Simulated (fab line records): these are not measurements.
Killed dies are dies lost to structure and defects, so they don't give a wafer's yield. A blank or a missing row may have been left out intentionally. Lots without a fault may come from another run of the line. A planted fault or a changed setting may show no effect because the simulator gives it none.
2 desks looking at one fault :: flow gf180mcu :: only its own numbers are on each desk; what lay behind them is given at the end

AT THE METROLOGY DESK
What the gauges read, lot by lot, whatever tool the lot ran on: means of the sampled wafers that have a number. The brackets show how far a lot's mean lies from the usual mean; more than 4 standard deviations puts the lot out of limits, marked OUT.
Columns: A = MVPSD_TW at GF_MVPSD_TW_MEAS_11, usual 549.4; B = MVSD_RS at GF_VT_IMPLANT_RS_MEAS_46, usual 456.9 ohm/sq; C = MVPSD_RS at GF_VT_IMPLANT_RS_MEAS_49, usual 1168 ohm/sq; D = POLY_GATE_OVL at GF_POLY_GATE_OVL_MEAS_11, usual -1 nm; E = cdNm at GF_HV_LDD_CD_MEAS_46, usual 399.6 nm
lot: L773
first seen here: day 5 05:37
A: 553.2
B: 455.3
C: 1169
D: 0
E: 401.5

lot: L774
first seen here: day 5 08:16
A: 547.1
B: 457.4
C: 1168
D: -6
E: 397.6

lot: L775
first seen here: day 5 18:33
A: 548.1
B: 457.9
C: 1167
D: 1
E: 399.0

lot: L776
first seen here: day 6 00:10
A: 549.0
B: 456.8
C: 1170
D: 8
E: 397.0

lot: L777
first seen here: day 6 03:23
A: 549.7
B: 456.7
C: 1164
D: -2
E: 397.6

lot: L778
first seen here: day 6 07:06
A: 555.9
B: 458.7
C: 1171
D: -1
E: 399.3

lot: L781
first seen here: day 7 02:04
A: 562.2 (+5.1) OUT
B: 455.7
C: 1104 (-19) OUT
D: -5
E: 398.7

lot: L782
first seen here: day 7 07:53
A: 558.2
B: 459.2
C: 1139 (-8.8) OUT
D: 6
E: 399.0

lot: L788
first seen here: day 8 18:11
A: 550.3
B: 455.8
C: 1166
D: 2
E: 396.9

lot: L790
first seen here: day 9 07:21
A: 547.2
B: 456.9
C: 1166
D: -2
E: 399.4

lot: L791
first seen here: day 9 13:01
A: 549.7
B: 456.5
C: 1165
D: -2
E: 403.0

lot: L794
first seen here: day 10 06:24
A: 544.7
B: 454.7
C: 1169
D: 1
E: 401.2

lot: L795
first seen here: day 10 11:31
A: 550.5
B: 456.7
C: 1164
D: -1
E: 400.3

lot: L796
first seen here: day 10 17:56
A: 546.8
B: 458.4
C: 1170
D: 3
E: 398.1
This desk's finding: out of limits on L781, L782; first on L781, day 7 02:04 (MVPSD_TW at GF_MVPSD_TW_MEAS_11). Within limits: L773, L774, L775, L776, L777, L778, L788, L790, L791, L794, L795, L796.

THE TOOL OWNER'S DESK: implanter-02
GF_MVPSD_IMPLANT_08, tool's own readings: per-lot mean of the sampled wafers with a number, covering each lot this tool ran. The brackets show how far a lot's mean lies from the usual mean; more than 4 standard deviations puts the lot out of limits, marked OUT.
Columns: A = beamOnS at GF_MVPSD_IMPLANT_08, usual 10.00 s; B = faradayCurrentUA at GF_MVPSD_IMPLANT_08, usual 84.6
lot: L774
first seen here: day 5 07:52
A: 10.06
B: 84.1

lot: L777
first seen here: day 6 03:01
A: 10.12
B: 83.7

lot: L781
first seen here: day 7 01:45
A: 11.08 (+5.1) OUT
B: 76.3 (-4.6) OUT

lot: L782
first seen here: day 7 07:30
A: 10.50
B: 80.6
This desk finds L781 out of limits, L781 being first, at day 7 01:45 (beamOnS at GF_MVPSD_IMPLANT_08). Within limits: L774, L777, L782.

TAKEN TOGETHER
The tool owner's desk had the chance to raise an alarm at day 7 01:45 on L781.
L781, L782 would have let the metrology desk raise an alarm at day 7 02:04.
The tool owner's desk has L782 on record, within its limits.
Every lot named ran GF_MVPSD_IMPLANT_08 on implanter-02.

WHAT THE SIMULATOR HAD INSERTED
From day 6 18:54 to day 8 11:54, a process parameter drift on implanter-02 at GF_MVPSD_IMPLANT_08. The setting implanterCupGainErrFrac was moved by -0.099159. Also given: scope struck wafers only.
Lots struck among those shown: L781, L782.
Hours from the fault's start to each desk's first reading out of limits: the tool owner's desk, 7; the metrology desk, 7.
